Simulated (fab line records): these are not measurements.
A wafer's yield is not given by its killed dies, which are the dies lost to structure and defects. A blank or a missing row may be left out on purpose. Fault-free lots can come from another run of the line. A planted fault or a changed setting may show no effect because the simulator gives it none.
The tool behind it: which one? | flow sky130 | 39 wafers from 13 lots sampled at 2 of the route's 708 steps

WHAT THE GAUGES SHOWED, per wafer
SKY_VIA4_OVL_MEAS_11. Usual: VIA4_OVL 0.8 nm, standard deviation 1.2.
lot  | measured     | on         | VIA4_OVL (nm)  | flag
L224 | day 42 23:47 | overlay-02 | 1.2 2.4 2.2    | 
L223 | day 42 23:51 | overlay-01 | 3.0 0.3 2.5    | 
L225 | day 43 04:45 | overlay-01 | -2.5 0.0 0.0   | 
L227 | day 44 01:11 | overlay-01 | 0.0 0.0 0.6    | 
L228 | day 44 02:40 | overlay-01 | 0.1 1.9 -0.6   | 
L229 | day 44 10:29 | overlay-01 | 0.4 2.7 2.3    | 
L238 | day 46 21:30 | overlay-02 | 0.9 0.8 1.1    | 
L240 | day 47 18:59 | overlay-01 | -0.3 0.9 0.3   | 
L239 | day 47 19:46 | overlay-01 | -0.3 -0.9 -0.3 | 
L242 | day 47 23:10 | overlay-01 | -1.0 -0.8 -0.9 | 
L241 | day 48 02:45 | overlay-02 | 2.0 1.2 0.8    | 
L244 | day 48 04:25 | overlay-01 | 1.2 0.6 0.6    | 
L246 | day 48 17:58 | overlay-02 | 0.3 -0.6 -0.9  | 

SKY_VIA4_THK_MEAS_20: measures by xrf. Usual: VIA4_W_THK 489 nm, standard deviation 7.3.
lot  | measured     | on           | VIA4_W_THK (nm) | flag
L224 | day 43 00:49 | filmMetro-04 | 497 486 491     | 
L223 | day 43 01:00 | filmMetro-04 | 488 480 496     | 
L225 | day 43 05:47 | filmMetro-03 | 491 477 483     | 
L227 | day 44 02:16 | filmMetro-04 | 496 494 493     | 
L228 | day 44 03:49 | filmMetro-03 | 486 499 484     | 
L229 | day 44 11:32 | filmMetro-03 | 495 485 496     | 
L238 | day 46 22:32 | filmMetro-03 | 488 492 489     | 
L240 | day 47 20:02 | filmMetro-03 | 487 479 490     | 
L239 | day 47 20:49 | filmMetro-03 | 496 503 490     | 
L242 | day 48 00:12 | filmMetro-01 | 484 479 481     | 
L241 | day 48 03:52 | filmMetro-04 | 487 494 493     | 
L244 | day 48 05:29 | filmMetro-03 | 495 498 492     | 
L246 | day 48 19:03 | filmMetro-01 | 486 489 483     | 

WHICH TOOL RAN EACH LOT (tool, then ch and the chambers of the sampled wafers, then the start)
Before these readings, the record contains no process step.

WHAT THE TOOLS THEMSELVES READ (means of the sampled wafers that have a number; where no wafer has one, the mark that the record gives instead)
The record holds no such reading with a usual standard deviation.

THE ANSWER, worked out from the rows above alone
Rule: a lot is off if the mean of its wafers that have a number lies more than 3 standard deviations from the usual mean. A lot without any number at a reading at which 4 lots or more have one is off too. Where the step has rows for the other lots, those lots are counted as sound. First the gauges in route order, then the tools' own readings, where a lot's mean is used as printed above. At the first step where some lot is off, the reading lying furthest off is the one used; lots without a number count as furthest.
No lot is off at any reading shown: from this, nothing can be told.

WHAT THE SIMULATOR HAD INSERTED
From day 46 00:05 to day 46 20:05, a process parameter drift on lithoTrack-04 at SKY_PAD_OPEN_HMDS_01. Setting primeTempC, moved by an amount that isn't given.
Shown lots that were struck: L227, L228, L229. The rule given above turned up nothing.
